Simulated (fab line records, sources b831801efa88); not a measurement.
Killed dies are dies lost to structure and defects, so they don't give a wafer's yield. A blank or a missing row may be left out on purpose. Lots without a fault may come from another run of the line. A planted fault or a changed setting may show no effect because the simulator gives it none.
Which tool did it? | flow sky130 | 12 lots, 36 wafers sampled, at 6 steps of a route of 708

WHAT THE GAUGES READ, wafer by wafer
SKY_POLY_GATE_OVL_MEAS_14.
lot  | measured     | on         | POLY_GATE_OVL (nm)
L260 | day 16 12:41 | overlay-01 | 11 7 9
L263 | day 17 06:43 | overlay-02 | 6 4 10
L264 | day 17 16:24 | overlay-02 | 4 4 3
L269 | day 19 22:20 | overlay-02 | -1 3 -1
L271 | day 20 09:51 | overlay-01 | -5 -7 1
L272 | day 20 20:33 | overlay-01 | 6 1 7
L275 | day 21 16:50 | overlay-01 | 7 8 3
L277 | day 22 13:48 | overlay-01 | 1 9 9
L278 | day 23 05:59 | overlay-02 | 5 9 6
L279 | day 23 08:03 | overlay-02 | 0 3 6
L281 | day 23 20:53 | overlay-01 | 3 13 17
L282 | day 24 06:00 | overlay-02 | 6 -8 3

SKY_LDD_N_OVL_MEAS_07.
lot  | measured     | on         | LDD_N_OVL (nm)
L260 | day 17 20:22 | overlay-01 | 2.2 1.3 1.1
L263 | day 18 17:41 | overlay-02 | 0.1 3.3 1.8
L264 | day 19 01:11 | overlay-01 | 0.9 2.5 1.7
L269 | day 21 06:31 | overlay-02 | 4.5 4.0 4.2
L271 | day 21 18:26 | overlay-02 | 2.0 1.1 1.6
L272 | day 22 05:35 | overlay-01 | 1.4 3.3 1.4
L275 | day 23 01:10 | overlay-02 | 2.9 2.9 2.5
L277 | day 23 21:41 | overlay-01 | -0.1 0.3 -0.9
L278 | day 24 13:52 | overlay-02 | 0.5 1.0 1.5
L279 | day 24 16:13 | overlay-01 | 0.2 0.6 0.2
L281 | day 25 04:04 | overlay-01 | -0.3 1.1 0.5
L282 | day 25 13:13 | overlay-01 | 1.9 2.7 2.0

SKY_LDD_N_TW_MEAS_17.
lot  | measured     | on            | LDD_N_TW
L260 | day 17 21:42 | film_metro-03 | 2543 2550 2540
L263 | day 18 19:02 | film_metro-02 | 2577 2562 2583
L264 | day 19 02:31 | film_metro-01 | 2562 2558 2564
L269 | day 21 07:51 | film_metro-01 | 2581 2574 2573
L271 | day 21 20:05 | film_metro-03 | 2633 2640 2630
L272 | day 22 06:55 | film_metro-02 | 2585 2592 2580
L275 | day 23 02:49 | film_metro-02 | 2701 2693 2695 2699 2693 2692
L277 | day 23 23:19 | film_metro-01 | 2568 2566 2578
L278 | day 24 15:12 | film_metro-03 | 2525 2532 2517
L279 | day 24 17:34 | film_metro-03 | 2522 2523 2541
L281 | day 25 05:28 | film_metro-01 | 2600 2596 2597
L282 | day 25 14:34 | film_metro-01 | 2577 2608 2589

WHICH TOOL RAN EACH LOT (tool, then ch and the chambers of the sampled wafers, then the start)
lot  | SKY_POLY_GATE_ETCH_16              | SKY_LDD_N_IMPLANT_09            | SKY_LDD_N_STRIP_16
L260 | rie_diel-01 ch 2,3, day 16 12:51   | implanter-01 ch 0, day 17 20:33 | plasma_asher-02 ch 0,1, day 17 21:36
L263 | rie_diel-01 ch 2,3, day 17 06:54   | implanter-02 ch 0, day 18 17:56 | plasma_asher-04 ch 0,1, day 18 18:56
L264 | rie_diel-04 ch 0,2, day 17 16:31   | implanter-01 ch 0, day 19 01:23 | plasma_asher-02 ch 1, day 19 02:25
L269 | rie_diel-04 ch 0,1,3, day 19 22:27 | implanter-03 ch 0, day 21 06:42 | plasma_asher-04 ch 0,1, day 21 07:45
L271 | rie_diel-01 ch 0,1,2, day 20 09:58 | implanter-02 ch 0, day 21 18:40 | plasma_asher-04 ch 0,1, day 21 20:01
L272 | rie_diel-04 ch 0,2,3, day 20 20:40 | implanter-01 ch 0, day 22 05:47 | plasma_asher-02 ch 0,1, day 22 06:49
L275 | rie_diel-04 ch 0,1, day 21 16:57   | implanter-02 ch 0, day 23 01:21 | plasma_asher-02 ch 0,1, day 23 02:43
L277 | rie_diel-01 ch 0,2,3, day 22 13:55 | implanter-01 ch 0, day 23 22:12 | plasma_asher-04 ch 0,1, day 23 23:14
L278 | rie_diel-01 ch 0,1,2, day 23 06:06 | implanter-03 ch 0, day 24 14:03 | plasma_asher-03 ch 0,1, day 24 15:06
L279 | rie_diel-04 ch 1,2,3, day 23 08:10 | implanter-01 ch 0, day 24 16:26 | plasma_asher-04 ch 0,1, day 24 17:27
L281 | rie_diel-03 ch 0,1,2, day 23 21:01 | implanter-03 ch 0, day 25 04:19 | plasma_asher-03 ch 0,1, day 25 05:22
L282 | rie_diel-04 ch 1,2, day 24 06:07   | implanter-03 ch 0, day 25 13:26 | plasma_asher-02 ch 0,1, day 25 14:27
- SKY_POLY_GATE_ETCH_16: etches Si3N4 in CH3F/O2, stops on poly-Si, time 147.5 s, target depth 75 nm.
- SKY_LDD_N_IMPLANT_09
- SKY_LDD_N_STRIP_16: strips in O2/N2.

WHAT THE TOOLS THEMSELVES READ (means of the sampled wafers that have a number; where no wafer has one, the mark that the record gives instead)
SKY_POLY_GATE_ETCH_16.
lot  | tool        | drypump_motor_current_A (A) | oes_product_au (a.u.) | throttle_valve_pct (%)
L260 | rie_diel-01 | 5.2                         | 0.647                 | 10.540
L263 | rie_diel-01 | 5.2                         | 0.637                 | 10.534
L264 | rie_diel-04 | 5.8                         | 0.637                 | 10.536
L269 | rie_diel-04 | 5.7                         | 0.635                 | 10.537
L271 | rie_diel-01 | 5.3                         | 0.637                 | 10.527
L272 | rie_diel-04 | 5.5                         | 0.641                 | 10.532
L275 | rie_diel-04 | 5.9                         | 0.643                 | 10.539
L277 | rie_diel-01 | 5.3                         | 0.641                 | 10.534
L278 | rie_diel-01 | 5.3                         | 0.636                 | 10.538
L279 | rie_diel-04 | 5.7                         | 0.644                 | 10.537
L281 | rie_diel-03 | 5.7                         | 0.641                 | 10.544
L282 | rie_diel-04 | 5.8                         | 0.641                 | 10.534

SKY_LDD_N_STRIP_16.
lot  | tool            | drypump_motor_current_A (A) | o2_flow_sccm (sccm) | oes_product_au (a.u.) | strip_time_to_endpoint_s (s)
L260 | plasma_asher-02 | 6.1                         | 3002                | 0.406                 | 4.334
L263 | plasma_asher-04 | 5.5                         | 2995                | 0.410                 | 4.320
L264 | plasma_asher-02 | 6.0                         | 3008                | 0.405                 | 4.338
L269 | plasma_asher-04 | 5.5                         | 2992                | 0.412                 | 4.304
L271 | plasma_asher-04 | 5.4                         | 2994                | 0.406                 | 4.529
L272 | plasma_asher-02 | 6.1                         | 3002                | 0.406                 | 4.311
L275 | plasma_asher-02 | 6.1                         | 3003                | 0.401                 | 4.502
L277 | plasma_asher-04 | 5.4                         | 3003                | 0.406                 | 4.311
L278 | plasma_asher-03 | 6.4                         | 3005                | 0.403                 | 4.316
L279 | plasma_asher-04 | 5.5                         | 2995                | 0.405                 | 4.303
L281 | plasma_asher-03 | 6.5                         | 3000                | 0.408                 | 4.318
L282 | plasma_asher-02 | 6.1                         | 2996                | 0.404                 | 4.303

THE ANSWER, worked out from the rows above alone
Rule: what is usual is taken from the lots themselves. Put in order of their means at a reading, lots are off if they are a third of the lots or fewer, leave a main group of 4 or more, and stand apart from it by a gap of 3 or more times the standard deviation of the main group's means; of several such gaps the widest counts. A main group whose means are all the same, to the digits that the tables above print for the reading, isn't used. A lot without any number at a reading at which 4 lots or more have one is off too. The other lots that the step has rows for count as sound. The gauges are gone through in route order, then the tools' own readings, and for those a lot's mean is taken as printed above. The first step at which some lot is off is used, and at that step the reading that is off furthest; a lot without a number counts as furthest.
Off: L271, L275, at SKY_LDD_N_STRIP_16 (strip_time_to_endpoint_s). The main group: mean 4.316 s, standard deviation 0.012.
A tool fits if, at that step or a process step before it, it ran every lot that is off, and no sound lot after the first of them. One fits: implanter-02 at SKY_LDD_N_IMPLANT_09. Its last sound lot is L263 (day 18 17:56), its first lot that is off L271 (day 21 18:40): a fault that began between those two fits.

WHAT THE SIMULATOR HAD PUT IN
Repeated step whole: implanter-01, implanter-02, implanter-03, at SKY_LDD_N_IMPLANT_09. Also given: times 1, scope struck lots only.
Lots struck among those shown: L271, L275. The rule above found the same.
